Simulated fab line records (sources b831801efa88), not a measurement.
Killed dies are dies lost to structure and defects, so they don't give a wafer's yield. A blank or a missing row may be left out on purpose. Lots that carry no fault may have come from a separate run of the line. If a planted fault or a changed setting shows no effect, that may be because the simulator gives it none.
Which tool was responsible?	flow gf180mcu	12 lots, 36 wafers sampled, at 5 steps of a route of 602

WHAT THE GAUGES SHOWED, per wafer
GF_MIM_RS_MEAS_10: a four-point-probe measurement. Usual: MIM_ALCU_RS typically reads 0.1601 ohm/sq, with standard deviation 0.0017.
lot	measured	on	MIM_ALCU_RS (ohm/sq)	flag
L988	day 24 12:16	film-metro-01	0.1588 0.1594 0.1589	
L989	day 24 20:37	film-metro-01	0.1638 0.1621 0.1638	
L990	day 24 22:37	film-metro-03	0.1602 0.1585 0.1565	
L991	day 25 15:02	film-metro-01	0.1590 0.1571 0.1575	
L992	day 25 15:23	film-metro-01	0.1615 0.1609 0.1591	
L102	day 29 03:01	film-metro-01	0.1611 0.1616 0.1610	
L103	day 29 08:52	film-metro-04	0.1596 0.1613 0.1615	
L106	day 30 04:35	film-metro-03	0.1595 0.1591 0.1593	
L107	day 30 14:36	film-metro-04	0.1606 0.1607 0.1587	
L109	day 30 20:21	film-metro-01	0.1605 0.1610 0.1613	
L110	day 31 12:01	film-metro-01	0.1618 0.1615 0.1605	
L111	day 31 15:16	film-metro-04	0.1614 0.1611 0.1614	

GF_V5_THK_MEAS_03. Usual: V5_CVD_02_THK typically reads 1450 nm, with standard deviation 16.
lot	measured	on	V5_CVD_02_THK (nm)	flag
L988	day 26 08:13	film-metro-04	1446 1461 1487	
L989	day 26 16:32	film-metro-03	1425 1464 1451	
L990	day 26 17:09	film-metro-04	1461 1438 1477	
L991	day 27 10:00	film-metro-02	1444 1467 1481	
L992	day 27 10:04	film-metro-04	1428 1421 1447	
L102	day 30 17:30	film-metro-03	1450 785 780 1449 785 780	OFF
L103	day 30 22:42	film-metro-03	1445 1458 1457	
L106	day 31 17:01	film-metro-03	1429 1458 1472	
L107	day 32 01:59	film-metro-04	1437 1449 1464	
L109	day 32 08:35	film-metro-04	1454 1468 1453	
L110	day 32 22:52	film-metro-03	1414 1416 1446	
L111	day 33 00:52	film-metro-02	1443 1440 1451	

GF_V5_CD_MEAS_14: the cd target is 260 nm. Usual: cd-nm 259.5 nm, standard deviation 1.4.
lot	measured	on	cd-nm (nm)	flag
L988	day 27 05:20	cd-sem-02	260.3 260.4 261.3	
L989	day 27 12:42	cd-sem-02	257.3 259.6 259.6	
L990	day 27 13:39	cd-sem-02	259.1 260.5 260.2	
L991	day 28 06:29	cd-sem-01	257.2 258.0 256.4	
L992	day 28 06:41	cd-sem-02	261.1 259.3 260.2	
L102	day 31 11:49	cd-sem-01	259.8 260.7 260.5	
L103	day 31 17:23	cd-sem-02	259.4 259.7 259.0	
L106	day 32 09:49	cd-sem-02	259.2 259.9 258.5	
L107	day 32 18:55	cd-sem-01	258.9 259.4 258.7	
L109	day 33 01:18	cd-sem-02	261.3 261.4 261.2	
L110	day 33 14:19	cd-sem-02	260.6 260.5 261.4	
L111	day 33 17:07	cd-sem-02	258.5 257.4 259.0	

WHAT TOOL EACH LOT RAN ON (gives the tool, then ch and the chambers of the sampled wafers, and finally the start)
lot	GF_MIM_SPUTTER_09	GF_V5_CVD_02
L988	pvd-sputter-02, day 24 12:14	pecvd-01 ch 1,2, day 26 08:07
L989	pvd-sputter-04, day 24 20:34	pecvd-04 ch 0,1, day 26 16:25
L990	pvd-sputter-04, day 24 22:34	pecvd-02 ch 0,2, day 26 17:02
L991	pvd-sputter-01, day 25 15:00	pecvd-02 ch 0,2, day 27 09:53
L992	pvd-sputter-02, day 25 15:21	pecvd-01 ch 0,1, day 27 09:57
L102	pvd-sputter-04, day 29 02:56	pecvd-01 ch 0,1,2, day 30 17:22
L103	pvd-sputter-02, day 29 08:49	pecvd-02 ch 0,2, day 30 22:32
L106	pvd-sputter-02, day 30 04:34	pecvd-02 ch 0,2, day 31 16:52
L107	pvd-sputter-04, day 30 14:34	pecvd-02 ch 0,2, day 32 01:49
L109	pvd-sputter-02, day 30 20:17	pecvd-04 ch 0,1, day 32 08:28
L110	pvd-sputter-02, day 31 11:59	pecvd-04 ch 1,2, day 32 22:45
L111	pvd-sputter-02, day 31 15:14	pecvd-04 ch 0,1,2, day 33 00:45
- GF_MIM_SPUTTER_09: material TiN, target thk 35 nm, time 29.2 s.
- GF_V5_CVD_02: deposits SiO2 from TEOS, target thk 1450 nm, time 163.28 s.

WHAT THE TOOLS THEMSELVES READ (means of the sampled wafers that have a number; where no wafer has one, the mark that the record gives instead)
GF_MIM_SPUTTER_09. Usual: throttle-valve-pct 29.8 %, standard deviation 0.85.
lot	tool	throttle-valve-pct (%)	flag
L988	pvd-sputter-02	30.3	
L989	pvd-sputter-04	28.4	
L990	pvd-sputter-04	29.3	
L991	pvd-sputter-01	29.8	
L992	pvd-sputter-02	30.4	
L102	pvd-sputter-04	30.0	
L103	pvd-sputter-02	30.5	
L106	pvd-sputter-02	29.9	
L107	pvd-sputter-04	29.4	
L109	pvd-sputter-02	30.0	
L110	pvd-sputter-02	30.3	
L111	pvd-sputter-02	29.9	

GF_V5_CVD_02. Usual: heater-power-w 614 W, standard deviation 74; susceptor-temp-C 399.98 C, standard deviation 0.21.
lot	tool	heater-power-w (W)	susceptor-temp-C (C)	flag
L988	pecvd-01	679	399.89	
L989	pecvd-04	645	399.92	
L990	pecvd-02	581	399.94	
L991	pecvd-02	628	399.93	
L992	pecvd-01	607	399.95	
L102	pecvd-01	584	400.06	
L103	pecvd-02	603	400.13	
L106	pecvd-02	621	399.95	
L107	pecvd-02	636	399.77	
L109	pecvd-04	631	399.77	
L110	pecvd-04	646	399.97	
L111	pecvd-04	618	399.83	

THE ANSWER, worked out from the rows above alone
Rule: lot off if the mean of its wafers having a number is beyond 3 standard deviations from the usual mean. A lot without any number at a reading at which 4 lots or more have one is off too. All remaining lots with rows at the step are treated as sound. The gauges are gone through in route order, then the tools' own readings, and for those a lot's mean is taken as printed above. At the first step where some lot is off, the reading lying furthest off is the one used; lots without a number count as furthest.
Off: at GF_V5_THK_MEAS_03 (V5_CVD_02_THK), L102.
If a tool, at a process step before that reading, ran all the lots that are off and no sound lot after the first of them, it fits. Those tools and the gauges at GF_V5_THK_MEAS_03 are tried in the same way. One fits: GF_V5_CVD_02 on pecvd-01. A fault onset in the window from L992 (day 27 09:57, its last sound lot) to L102 (day 30 17:22, its first lot off) fits.

WHAT THE SIMULATOR HAD PUT IN
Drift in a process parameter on pecvd-01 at GF_V5_CVD_02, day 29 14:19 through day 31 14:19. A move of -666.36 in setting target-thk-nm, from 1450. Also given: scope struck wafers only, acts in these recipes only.
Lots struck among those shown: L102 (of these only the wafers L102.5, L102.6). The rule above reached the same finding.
